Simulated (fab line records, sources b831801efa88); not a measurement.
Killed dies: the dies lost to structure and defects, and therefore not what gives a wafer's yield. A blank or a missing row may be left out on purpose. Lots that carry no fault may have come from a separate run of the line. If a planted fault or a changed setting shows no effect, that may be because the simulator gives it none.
Struck lot and sound lot, side by side	flow sky130	14 out of 708 route steps
Sound: wafers L365.2, L365.5, L365.6. The struck wafers were L373.4, L373.5, L373.6. The cause comes at the end.
At each step with rows: each side's tool, then ch and its chambers, then its first start. Under that, the readings that differ: sound wafers	struck wafers	difference of the means	sigmas: that difference in standard deviations of wafers without a fault.
alike: readings with means less than 2 such deviations apart, plus words and numbers identical on both sides. not compared: withheld readings, readings lacking a value on some wafer, bounds such as >300 that could conceal the same value, and numbers that have no deviation in the record and whose values overlap.
A row with sigmas, a row that says differs or no value, or rows on one side alone: a step with any of these is where the two part. Numbers that don't overlap but have no deviation are shown without sigmas and don't part them. A reading missing from all wafers of one side parts the sides only when that side holds two or more wafers.

SKY_LI_CONTACT_CD_MEAS_12: the cd target is 170 nm.
  sound on cd_sem-02 at day 29 23:56; struck on cd_sem-02 at day 32 03:04
  alike: cd_nm
SKY_LI_CONTACT_OVL_MEAS_13:
  sound on overlay-02 at day 30 00:02; struck on overlay-01 at day 32 03:09
  alike: LI_CONTACT_OVL
SKY_LI_CONTACT_ETCH_14: etches BARC in N2/H2, stops on SiO2, time 45.9 s, target depth 60 nm.
  sound on rie_diel-04 ch 0,3, day 30 00:04; struck on rie_diel-02 ch 0,3, day 32 03:10
  alike: drypump_motor_current_A, h2_flow_sccm, n2_flow_sccm, oes_product_au, throttle_valve_pct
  not compared: rf_hours_counter_h
SKY_LI_CONTACT_ETCH_15: etches PSG in C4F8/O2/Ar, stops on Si, target depth 600 nm.
  sound on rie_diel-04 ch 0,3, day 30 00:07; struck on rie_diel-02 ch 0,3, day 32 03:13
  alike: oes_product_au
SKY_LI_CONTACT_STRIP_16: strips in O2/N2.
  sound on plasma_asher-02 ch 0,1, day 30 00:11; struck on plasma_asher-03 ch 0,1, day 32 03:19
  alike: drypump_motor_current_A, n2_flow_sccm, oes_product_au, strip_time_to_endpoint_s
  not compared: rf_hours_counter_h
then, 2 steps without rows for these wafers: SKY_LI_CONTACT_CLEAN_17 (cleans in NMP, time 600 s); SKY_LI_CONTACT_PRE_CLEAN_18 (time 5.6 s).
SKY_LI_CONTACT_SPUTTER_19: material Ti, target thk 20 nm, time 106.37 s.
  sound on pvd_sputter-04 at day 30 00:29; struck on pvd_sputter-04 at day 32 03:36
  alike: chamber_pressure_pa, throttle_valve_pct
then, 1 step without rows for these wafers: SKY_LI_CONTACT_SPUTTER_20 (material TiN, target thk 20 nm, time 80 s).
SKY_LI_CONTACT_CVD_21: deposits W, target thk 400 nm, time 120.56 s.
  sound on cvd_w-02 ch 0,1, day 30 00:37; struck on cvd_w-02 ch 0,1, day 32 03:47
  alike: heater_power_w
  not compared: since_wet_clean_h
SKY_LI_CONTACT_RS_MEAS_22: uses a four-point probe to measure.
  sound on film_metro-03 at day 30 00:46; struck on film_metro-03 at day 32 03:55
  alike: LI_CONTACT_W_RS
SKY_LI_CONTACT_THK_MEAS_23: measures by xrf.
  sound on film_metro-03 at day 30 00:53; struck on film_metro-03 at day 32 04:01
  alike: LI_CONTACT_W_THK
SKY_LI_CONTACT_CMP_24: polishes, stops on PSG, t overpolish 20 s, target thk 0 nm.
  sound on cmp-01 ch 1,2, day 30 00:56; struck on cmp-01 ch 0,1,3, day 32 04:08
  no value came back on the struck wafers for any of 8 readings (edge_zone_pressure_frac, head_pressure_psi (psi) and others); on the sound wafers edge_zone_pressure_frac reads 0.997 1.003 0.998
reading	sound	struck	difference	sigmas
model.W_of_LI_CONTACT_CVD_21.thk_nm (nm)	0 0 0	397.8 394.4 394.2	+395.5	
model.PSG_of_LI_CONTACT_HDPCVD_00.thk_nm (nm)	588.5 587.6 587.9	592.1 592.3 592.6	+4.3	
-- record jumps: 16 days separate the struck wafers' starts on either side; left off in module LI_CONTACT, taken up again in module PAD_OPEN, whose first shown step is the route's number 708 --
SKY_PAD_OPEN_PROBE_99:
  the record has rows for the struck wafers here (prober-01, day 47 23:15) and none for the sound ones

WHERE THEY PART
Earliest at SKY_LI_CONTACT_CMP_24; latest, in this record, at SKY_PAD_OPEN_PROBE_99.

WHY: what had been put in by the simulator
Step skipped in full: cmp-01, at SKY_LI_CONTACT_CMP_24, from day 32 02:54 onward. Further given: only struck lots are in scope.
